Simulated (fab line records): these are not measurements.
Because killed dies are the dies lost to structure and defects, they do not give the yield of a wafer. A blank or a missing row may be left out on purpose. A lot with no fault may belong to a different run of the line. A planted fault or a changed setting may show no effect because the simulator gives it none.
Comparing a struck lot with a sound one :: flow sfq_line :: 3 out of 325 route steps
Sound: the wafers L765.1, L765.3, L765.5. Wafers L761.3, L761.5, L761.6 were the ones struck. The cause is given at the end.
Order at every step that has rows: each side's tool, ch and its chambers, its first start. Under that, the readings that differ: sound wafers :: struck wafers :: difference of the means :: sigmas: that difference in standard deviations of wafers without a fault.
alike: a reading whose means differ by less than 2 such deviations, as well as words and numbers matching on both sides. not compared: withheld readings; readings where some wafer has no value; bounds like >300 that might hide an equal value; numbers whose values overlap and for which the record gives no deviation.
Wherever a step has rows on one side only, a row that says differs or no value, or a row with sigmas, the two part there. When numbers do not overlap yet have no deviation, they are printed without sigmas and do not part them. A reading missing from all wafers of one side parts the sides only when that side holds two or more wafers.

SFQ_INCOMING_BOW_MEAS_900:
  sound on film_metro-01 at day 4 13:00; struck on film_metro-01 at day 3 17:02
  alike: INCOMING_BOW
SFQ_TRILAYER_INCOMING_OXIDATION_002: target thk 500 nm, ox time 4939 s.
  struck on furnace-01, day 3 17:07; sound on furnace-02 ch 0, day 4 13:07
  no value came back on the struck wafers for ox_temp_c (C), ox_temp_c_max; on the sound wafers ox_temp_c (C) reads 999.6 999.5 999.7
SFQ_TRILAYER_L0_DEP_SPUTTER_003: material MoNx KI, target thk 40 nm, time 100 s.
  sound on pvd_sputter-05 at day 4 15:29; struck on pvd_sputter-04 at day 3 19:29
  alike: throttle_valve_pct

## WHERE THEY PART
Only at SFQ_TRILAYER_INCOMING_OXIDATION_002, as far as this record shows. Later steps at which nothing parts them and some readings are alike: SFQ_TRILAYER_L0_DEP_SPUTTER_003.

WHY: whatever the simulator had introduced
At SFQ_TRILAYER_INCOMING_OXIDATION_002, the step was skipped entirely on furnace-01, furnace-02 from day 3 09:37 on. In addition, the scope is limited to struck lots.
